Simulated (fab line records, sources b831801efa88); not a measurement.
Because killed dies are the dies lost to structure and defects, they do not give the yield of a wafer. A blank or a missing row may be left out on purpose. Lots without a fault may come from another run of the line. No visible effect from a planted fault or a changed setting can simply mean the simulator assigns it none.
Which tool did it? + flow sky130 + 7 lots, 21 wafers sampled, at 2 steps of a route of 708

## WHAT EACH GAUGE READ, for each wafer
SKY_POLY_GATE_THK_MEAS_01.
| lot  | measured     | on           | POLY_GATE_CVD_00_THK (nm)           |
|------|--------------|--------------|-------------------------------------|
| L232 | day 14 05:05 | filmMetro-03 | 181.8 181.3 182.1                   |
| L234 | day 16 08:52 | filmMetro-03 | 179.6 181.0 180.7                   |
| L236 | day 16 08:51 | filmMetro-01 | 180.2 180.0 180.8                   |
| L238 | day 16 15:31 | filmMetro-03 | 180.4 181.9 182.2                   |
| L240 | day 17 07:55 | filmMetro-03 | 182.0 179.3 180.4                   |
| L243 | day 18 07:08 | filmMetro-04 | 178.7 178.1 177.7                   |
| L248 | day 19 19:43 | filmMetro-03 | 239.0 238.9 238.1 239.1 238.9 238.0 |

## EACH LOT AND THE TOOL THAT RAN IT (in order: tool; ch and the chambers of the sampled wafers; start)
| lot  | SKY_POLY_GATE_CVD_00        |
|------|-----------------------------|
| L232 | lpcvd-01 ch 1, day 14 03:52 |
| L234 | lpcvd-01 ch 1, day 16 07:39 |
| L236 | lpcvd-01 ch 0, day 16 07:39 |
| L238 | lpcvd-01 ch 1, day 16 14:18 |
| L240 | lpcvd-01 ch 1, day 17 06:41 |
| L243 | lpcvd-01 ch 0, day 18 05:55 |
| L248 | lpcvd-01 ch 1, day 19 18:30 |
- SKY_POLY_GATE_CVD_00: deposits poly-Si, target thk 180 nm, time 720 s.

## THE ANSWER, worked out from the rows above alone
Rule: the lots themselves supply what counts as usual. The widest of any qualifying gaps counts: lots, ordered by their means at a reading, are off when they make up no more than a third of the lots, leave a main group of 4 or more, and stand apart from it by 3 or more times the standard deviation of that group's means. A main group whose means are all the same, to the digits that the tables above print for the reading, isn't used. Also off: a lot with no number at a reading for which 4 or more lots have one. The other lots that the step has rows for count as sound.
Off: at SKY_POLY_GATE_THK_MEAS_01 (POLY_GATE_CVD_00_THK), L248. The main group: mean 180.5 nm, standard deviation 1.2.
If a tool, at a process step before that reading, ran all the lots that are off and no sound lot after the first of them, it fits. The gauges at SKY_POLY_GATE_THK_MEAS_01 are tried like those tools. Can't be told from this: 2 tools fit, lpcvd-01 at SKY_POLY_GATE_CVD_00, filmMetro-03 at SKY_POLY_GATE_THK_MEAS_01.

## WHAT THE SIMULATOR PUT IN
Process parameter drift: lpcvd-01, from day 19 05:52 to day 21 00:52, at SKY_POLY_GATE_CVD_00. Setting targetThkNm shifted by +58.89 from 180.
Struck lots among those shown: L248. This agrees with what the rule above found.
